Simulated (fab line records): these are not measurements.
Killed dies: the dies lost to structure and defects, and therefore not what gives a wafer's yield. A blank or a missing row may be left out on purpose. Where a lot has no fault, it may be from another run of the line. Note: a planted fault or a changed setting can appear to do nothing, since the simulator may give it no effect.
Matching of chambers | flow gf180mcu | cmp-02 running GF_V5_CMP_26: 4 sister chambers
The step polishes, stops on SiO2, t overpolish 15 s, target thk 0 nm. 4 wafers are shown with their chamber, then 9 later ones without.

== WAFERS WITH THEIR CHAMBER ==
wafer  | chamber | motor current A (A)
L222.2 | 0       | 12.0
L222.5 | 3       | 13.0
L223.2 | 1       | 11.6
L223.5 | 2       | 12.5

== WAFERS MISSING THEIR CHAMBER ==
wafer  | motor current A (A)
L226.1 | 11.6
L226.4 | 12.3
L226.5 | 12.1
L228.2 | 12.0
L228.4 | 11.8
L228.5 | 11.8
L229.2 | 11.7
L229.4 | 11.8
L229.5 | 13.2

== CHAMBER TAKEN BY EACH ==
wafer  | from the rows above     | in truth
L226.1 | 1                       | 1
L226.4 | can't be placed: 2 or 0 | 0
L226.5 | can't be placed: 0 or 2 | 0
L228.2 | 0                       | 0
L228.4 | can't be placed: 0 or 1 | 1
L228.5 | can't be placed: 0 or 1 | 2
L229.2 | can't be placed: 1 or 0 | 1
L229.4 | can't be placed: 0 or 1 | 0
L229.5 | 3                       | 3
Placed correctly: 3 of 9. Can't be placed from these rows: 6 (the true chamber is among the candidates in 5). 0 placed wrongly.
How it was worked out, from the rows above alone: a wafer's distance from a chamber is the root of the sum, over the readings, of the square of ((its reading less the chamber's mean) divided by the reading's scatter). The wafer belongs to the nearest chamber; if the next one is less than 2 further off, it can't be placed. For every chamber, the mean is computed from those of its wafers that are shown. The scatter: with one shown wafer a chamber, the root of the mean of the squares of how far each hidden wafer lies from its nearest shown one.
